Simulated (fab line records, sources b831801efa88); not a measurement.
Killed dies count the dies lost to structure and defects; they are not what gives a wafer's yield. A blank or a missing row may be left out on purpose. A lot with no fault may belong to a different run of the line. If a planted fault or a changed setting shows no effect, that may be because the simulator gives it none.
The tool behind it: which one? / flow gf180mcu / 6 lots, 18 wafers sampled, at 2 steps of a route of 602

## WHAT EACH GAUGE READ, for each wafer
GF_HV_LDD_RS_MEAS_53: measurement is done with a four-point probe.
lot=L634; measured=day 13 08:56; on=filmMetro-02; HV_LDD_RS (ohm/sq)=418.2 416.7 417.4
lot=L636; measured=day 13 23:04; on=filmMetro-04; HV_LDD_RS (ohm/sq)=418.1 418.0 416.7
lot=L639; measured=day 15 03:05; on=filmMetro-02; HV_LDD_RS (ohm/sq)=418.5 418.0 417.4
lot=L643; measured=day 16 12:06; on=filmMetro-02; HV_LDD_RS (ohm/sq)=419.7 418.7 419.2
lot=L646; measured=day 17 19:55; on=filmMetro-03; HV_LDD_RS (ohm/sq)=418.7 418.2 417.8
lot=L649; measured=day 18 14:08; on=filmMetro-04; HV_LDD_RS (ohm/sq)=411.5 412.0 410.5

## TOOL THAT RAN EACH LOT (tool first, then ch and the chambers of the sampled wafers, then the start)
lot=L634; GF_HV_LDD_IMPLANT_36=implanter-04 ch 0, day 12 12:13
lot=L636; GF_HV_LDD_IMPLANT_36=implanter-02 ch 0, day 13 02:14
lot=L639; GF_HV_LDD_IMPLANT_36=implanter-04 ch 0, day 14 04:43
lot=L643; GF_HV_LDD_IMPLANT_36=implanter-02 ch 0, day 15 13:38
lot=L646; GF_HV_LDD_IMPLANT_36=implanter-04 ch 0, day 16 20:12
lot=L649; GF_HV_LDD_IMPLANT_36=implanter-04 ch 0, day 17 14:22
- GF_HV_LDD_IMPLANT_36

## THE ANSWER, worked out from the rows above alone
Rule: usual is defined by the lots themselves. Put in order of their means at a reading, lots are off if they are a third of the lots or fewer, leave a main group of 4 or more, and stand apart from it by a gap of 3 or more times the standard deviation of the main group's means; of several such gaps the widest counts. A main group is skipped when, at the precision printed for the reading in the tables above, its means are all equal. Also off: a lot with no number at a reading for which 4 or more lots have one. The other lots that the step has rows for count as sound.
Off: at GF_HV_LDD_RS_MEAS_53 (HV_LDD_RS), L649. For the main group the mean is 418.1 ohm/sq and the standard deviation 0.62.
If a tool, at a process step before that reading, ran all the lots that are off and no sound lot after the first of them, it fits. Gauges at GF_HV_LDD_RS_MEAS_53: tried the same way as those tools. 2 tools fit, implanter-04 at GF_HV_LDD_IMPLANT_36 and filmMetro-04 at GF_HV_LDD_RS_MEAS_53, so this cannot tell which one it is.

## WHAT WAS PUT IN BY THE SIMULATOR
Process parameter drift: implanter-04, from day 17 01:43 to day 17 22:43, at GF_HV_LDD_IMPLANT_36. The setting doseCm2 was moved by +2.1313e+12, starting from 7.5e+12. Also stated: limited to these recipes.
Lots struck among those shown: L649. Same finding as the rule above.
